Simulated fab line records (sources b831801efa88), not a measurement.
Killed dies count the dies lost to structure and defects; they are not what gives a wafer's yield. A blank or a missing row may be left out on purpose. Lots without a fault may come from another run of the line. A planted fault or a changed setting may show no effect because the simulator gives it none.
A lot that was struck, set against a sound lot | flow gf180mcu | 15 steps out of a route of 602
Sound: the wafers L787.1, L787.3, L787.6. The struck wafers were L796.2, L796.3, L796.6. Last of all comes the cause.
Per side, at each step with rows, come the tool, then ch with its chambers, and then its first start. Under that, the readings that differ: sound wafers | struck wafers | difference of the means | sigmas: that difference in standard deviations of wafers without a fault.
alike: readings whose means differ by less than 2 such deviations, and words and numbers that are the same on both sides. not compared: withheld readings, readings that some wafer has no value for, bounds like >300 that may hide the same value, and numbers for which the record gives no deviation and whose values overlap.
Wherever a step has rows on one side only, a row that says differs or no value, or a row with sigmas, the two part there. Numbers that don't overlap but have no deviation are shown without sigmas and don't part them. A reading that every wafer of one side lacks parts them only if that side has two wafers or more.

first, 1 step without rows for these wafers: GF_V4_CVD_23 (deposits W, target thk 350 nm, time 104.9 s).
GF_V4_RS_MEAS_24: measurement is done with a four-point probe.
  sound: filmMetro-01 at day 24 19:04; struck: filmMetro-01 at day 27 23:03
  alike: V4_W_RS
GF_V4_THK_MEAS_25: measures by xrf.
  sound: filmMetro-01 at day 24 19:11; struck: filmMetro-01 at day 27 23:10
  alike: V4_W_THK
GF_V4_CMP_26: polishes, stops on SiO2, t overpolish 15 s, target thk 0 nm.
  sound on cmp-01 ch 0,1,3, day 24 19:18; struck on cmp-02 ch 0,1,2, day 27 23:16
reading             | sound    | struck   | difference | sigmas
timeToEndpointS (s) | 80 78 86 | 87 88 90 | +7         | +2
  alike: motorCurrentA, overpolishRunS
then, 1 step without rows for these wafers: GF_MIM_SPUTTER_00 (material Ti, target thk 37.5 nm, time 150 s).
GF_MIM_SPUTTER_01: material TiN, target thk 30 nm, time 25 s.
  sound: pvdSputter-04 at day 24 19:39; struck: pvdSputter-04 at day 27 23:37
  alike: chamberPressurePa, throttleValvePct
GF_MIM_SPUTTER_02: material AlCu, target thk 450 nm, time 23.9 s.
  sound: pvdSputter-04 at day 24 19:41; struck: pvdSputter-04 at day 27 23:38
  alike: chamberPressurePa, throttleValvePct
GF_MIM_SPUTTER_03: material Ti, target thk 10 nm, time 6.7 s.
  sound: pvdSputter-04 at day 24 19:43; struck: pvdSputter-04 at day 27 23:40
  alike: chamberPressurePa, substrateTempC, throttleValvePct
GF_MIM_SPUTTER_04: material TiN, target thk 50 nm, time 41.7 s.
  sound: pvdSputter-04 at day 24 19:44; struck: pvdSputter-04 at day 27 23:41
  alike: chamberPressurePa, throttleValvePct
then, 1 step without rows for these wafers: GF_MIM_CVD_05 (deposits Si3N4, target thk 42 nm, time 29.086 s).
GF_MIM_THK_MEAS_06:
  sound: filmMetro-03 at day 24 19:48; struck: filmMetro-03 at day 27 23:46
  alike: MIM_CVD_05_THK
then, 1 step without rows for these wafers: GF_MIM_SPUTTER_07 (material TiN, target thk 60 nm, time 50 s).
GF_MIM_SPUTTER_08: material AlCu, target thk 200 nm, time 10.6 s.
  sound: pvdSputter-03 at day 24 19:54; struck: pvdSputter-03 at day 27 23:55
reading                | sound                | struck               | difference | sigmas
chamberPressurePa (Pa) | 0.4003 0.4001 0.3998 | 0.3614 0.3612 0.3611 | -0.0388    | -47
  alike: throttleValvePct
  not compared: model.AlCu_of_MIM_SPUTTER_08.thkNm
then, 1 step without rows for these wafers: GF_MIM_SPUTTER_09 (material TiN, target thk 35 nm, time 29.2 s).
GF_PASSIVATION_PROBE_99:
  the record holds rows for the sound wafers here (prober-02, day 29 07:48) but none for the struck ones

WHERE THEY PART
First at GF_V4_CMP_26; last, within this record, at GF_PASSIVATION_PROBE_99.

WHY: whatever the simulator had introduced
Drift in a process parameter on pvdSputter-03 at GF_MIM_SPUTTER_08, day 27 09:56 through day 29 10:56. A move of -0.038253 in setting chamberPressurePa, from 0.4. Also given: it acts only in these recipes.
